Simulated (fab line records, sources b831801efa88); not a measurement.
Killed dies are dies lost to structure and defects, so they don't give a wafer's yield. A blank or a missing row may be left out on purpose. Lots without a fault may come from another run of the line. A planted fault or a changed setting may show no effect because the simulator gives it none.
A struck lot beside a sound one | flow sky130 | 43 steps out of a route of 708
Sound: wafers L209.3, L209.4, L209.6. Struck: wafers L199.1, L199.5, L199.6. The cause comes at the end.
At each step with rows: each side's tool, then ch and its chambers, then its first start. Under that, the readings that differ: sound wafers | struck wafers | difference of the means | sigmas: that difference in standard deviations of wafers without a fault.
alike: readings whose means differ by less than 2 such deviations, and words and numbers that are the same on both sides. not compared: withheld readings, readings that some wafer has no value for, bounds like >300 that may hide the same value, and numbers for which the record gives no deviation and whose values overlap.
The two part at a step that has a row with sigmas, a row that says differs or no value, or rows on one side only. Numbers that don't overlap but have no deviation are shown without sigmas and don't part them. A reading that every wafer of one side lacks parts them only if that side has two wafers or more.

SKY_GATE_OXIDE_TW_MEAS_14:
  sound on film_metro-02, day 19 03:19; struck on film_metro-04, day 16 12:20
  alike: GATE_OXIDE_TW
then, 3 steps without rows for these wafers: SKY_GATE_OXIDE_CLEAN_15 (cleans in SC1/SC2, time 150 s); SKY_GATE_OXIDE_OXIDATION_16 (stabilise 600 s, purge 300 s, target thk 3.57 nm); SKY_POLY_GATE_CVD_00 (deposits poly-Si, target thk 180 nm, time 720 s).
SKY_POLY_GATE_THK_MEAS_01:
  sound on film_metro-01, day 19 07:07; struck on film_metro-03, day 16 16:12
  alike: POLY_GATE_CVD_00_THK
then, 7 steps without rows for these wafers: SKY_RES_PROTECT_DEHYDRATE_00 (time 60 s); SKY_RES_PROTECT_HMDS_01 (prime time 60 s); SKY_RES_PROTECT_COAT_02 (resist thk 1140 nm); SKY_RES_PROTECT_SOFTBAKE_03 (time 60 s); SKY_RES_PROTECT_EXPOSE_04 (exposes mask RPM, target cd 1270 nm); SKY_RES_PROTECT_PEB_05; SKY_RES_PROTECT_DEVELOP_06 (develop time 60 s).
SKY_POLY_GATE_IMPLANT_02:
  sound on implanter-02 ch 0, day 20 13:24; struck on implanter-04 ch 0, day 17 20:30
SKY_RES_PROTECT_STRIP_07: strips in O2/N2.
  sound on plasma_asher-03 ch 0,1, day 20 13:32; struck on plasma_asher-03 ch 0,1, day 17 20:39
  alike: drypump_motor_current_A, oes_product_au, strip_time_to_endpoint_s
  not compared: rf_hours_counter_h
SKY_RES_PROTECT_TW_MEAS_08:
  sound on film_metro-02, day 20 13:37; struck on film_metro-01, day 17 20:45
  alike: POLY_GATE_TW
then, 2 steps without rows for these wafers: SKY_RES_PROTECT_CLEAN_09 (cleans in SC1/SC2, time 150 s); SKY_POLY_GATE_CVD_03 (deposits Si3N4 from DCS/NH3, target thk 75 nm, time 1290 s).
SKY_POLY_GATE_THK_MEAS_04:
  sound on film_metro-01, day 20 21:37; struck on film_metro-01, day 17 23:30
  reading                   | sound          | struck         | difference | sigmas
  POLY_GATE_CVD_03_THK (nm) | 73.4 73.8 73.5 | 77.1 76.0 76.3 | +2.9       | +4
then, 8 steps without rows for these wafers: SKY_POLY_GATE_DEHYDRATE_05 (time 60 s); SKY_POLY_GATE_HMDS_06 (prime time 60 s); SKY_POLY_GATE_COAT_07 (resist thk 110 nm); SKY_POLY_GATE_COAT_08 (resist thk 450 nm); SKY_POLY_GATE_SOFTBAKE_09 (time 90 s); SKY_POLY_GATE_EXPOSE_10 (exposes mask P1M, target cd 150 nm); SKY_POLY_GATE_PEB_11; SKY_POLY_GATE_DEVELOP_12 (develop time 60 s).
SKY_POLY_GATE_CD_MEAS_13: target cd 150 nm.
  sound on cd_sem-02, day 22 04:11; struck on cd_sem-01, day 19 05:22
  reading    | sound             | struck            | difference | sigmas
  cd_nm (nm) | 148.4 149.5 150.0 | 151.3 151.8 152.0 | +2.4       | +2
SKY_POLY_GATE_OVL_MEAS_14:
  sound on overlay-02, day 22 04:17; struck on overlay-02, day 19 05:29
  alike: POLY_GATE_OVL
SKY_POLY_GATE_ETCH_15: etches BARC in N2/H2, stops on SiO2, time 118.5 s, target depth 110 nm.
  sound on rie_diel-03 ch 2,3, day 22 04:19; struck on rie_diel-04 ch 0,1,3, day 19 05:31
  alike: drypump_motor_current_A, oes_product_au, throttle_valve_pct
  not compared: rf_hours_counter_h
SKY_POLY_GATE_ETCH_16: etches Si3N4 in CH3F/O2, stops on poly-Si, time 147.5 s, target depth 75 nm.
  sound on rie_diel-03 ch 2,3, day 22 04:23; struck on rie_diel-04 ch 0,1,3, day 19 05:36
  reading               | sound             | struck            | difference | sigmas
  oes_product_au (a.u.) | 0.642 0.627 0.627 | 0.640 0.639 0.651 | +0.011     | +2
  alike: drypump_motor_current_A, throttle_valve_pct
  not compared: rf_hours_counter_h
SKY_POLY_GATE_ETCH_17: etches poly-Si in HBr/Cl2, stops on SiO2, target depth 180 nm, time 70.5 s.
  sound on rie_si-02 ch 0,2,3, day 22 04:29; struck on rie_si-02 ch 0,1, day 19 05:42
  alike: drypump_motor_current_A, mfc_cl2_sccm, oes_product_au, throttle_valve_pct
  not compared: rf_hours_counter_h
SKY_POLY_GATE_STRIP_18: strips in O2/N2.
  sound on plasma_asher-04 ch 0,1, day 22 04:35; struck on plasma_asher-01 ch 0,1, day 19 05:45
  alike: drypump_motor_current_A, oes_product_au, strip_time_to_endpoint_s
  not compared: rf_hours_counter_h
then, 2 steps without rows for these wafers: SKY_POLY_GATE_CLEAN_19 (cleans in SC1/SC2, time 150 s); SKY_POLY_GATE_OXIDATION_20 (stabilise 600 s, purge 300 s, target thk 4 nm).
SKY_POLY_GATE_THK_MEAS_21:
  sound on film_metro-04, day 22 05:58; struck on film_metro-04, day 19 07:48
  alike: POLY_GATE_OXIDATION_THK
SKY_POLY_GATE_CD_MEAS_22:
  sound on cd_sem-02, day 22 06:04; struck on cd_sem-02, day 19 07:52
  alike: cd_nm
then, 6 steps without rows for these wafers: SKY_LDD_N_DEHYDRATE_00 (time 60 s); SKY_LDD_N_HMDS_01 (prime time 60 s); SKY_LDD_N_COAT_02 (resist thk 300 nm); SKY_LDD_N_SOFTBAKE_03 (time 60 s); SKY_LDD_N_EXPOSE_04 (exposes mask NTM, target cd 840 nm); SKY_LDD_N_PEB_05.
-- the record jumps here: 28 days lie between the struck wafers' starts before and after (it left off in module LDD_N and takes up again in module PAD_OPEN, whose first step shown is number 708 of the route) --
SKY_PAD_OPEN_PROBE_99:
  sound on prober-01, day 49 13:36; struck on prober-02, day 47 16:29
  reading                                        | sound                | struck              | difference | sigmas
  killed_at_M4_up                                | 4 6 6                | 0 3 2               | -4         | -2
  model.etest.res_poly.rs_ohm_sq_rim_less_centre | 0.519 0.4852 -0.2438 | -2.852 -3.42 -3.304 | -3.445     |
  model.etest.res_poly.rs_ohm_sq_range           | 0.7626 0.8308 0.9692 | 3.057 4.05 3.679    | +2.741     |
  model.etest.res_poly.rs_ohm_sq                 | 47.86 48.06 47.98    | 48.7 48.72 48.7     | +0.7       |
  alike: killed_at_M0_to_M3, killed_at_contacts, killed_at_front_end, killed_at_other, killed_dies, killed_open, killed_short

WHERE THEY PART
First at SKY_POLY_GATE_THK_MEAS_04; last, within this record, at SKY_PAD_OPEN_PROBE_99.

WHY: what the simulator had put in
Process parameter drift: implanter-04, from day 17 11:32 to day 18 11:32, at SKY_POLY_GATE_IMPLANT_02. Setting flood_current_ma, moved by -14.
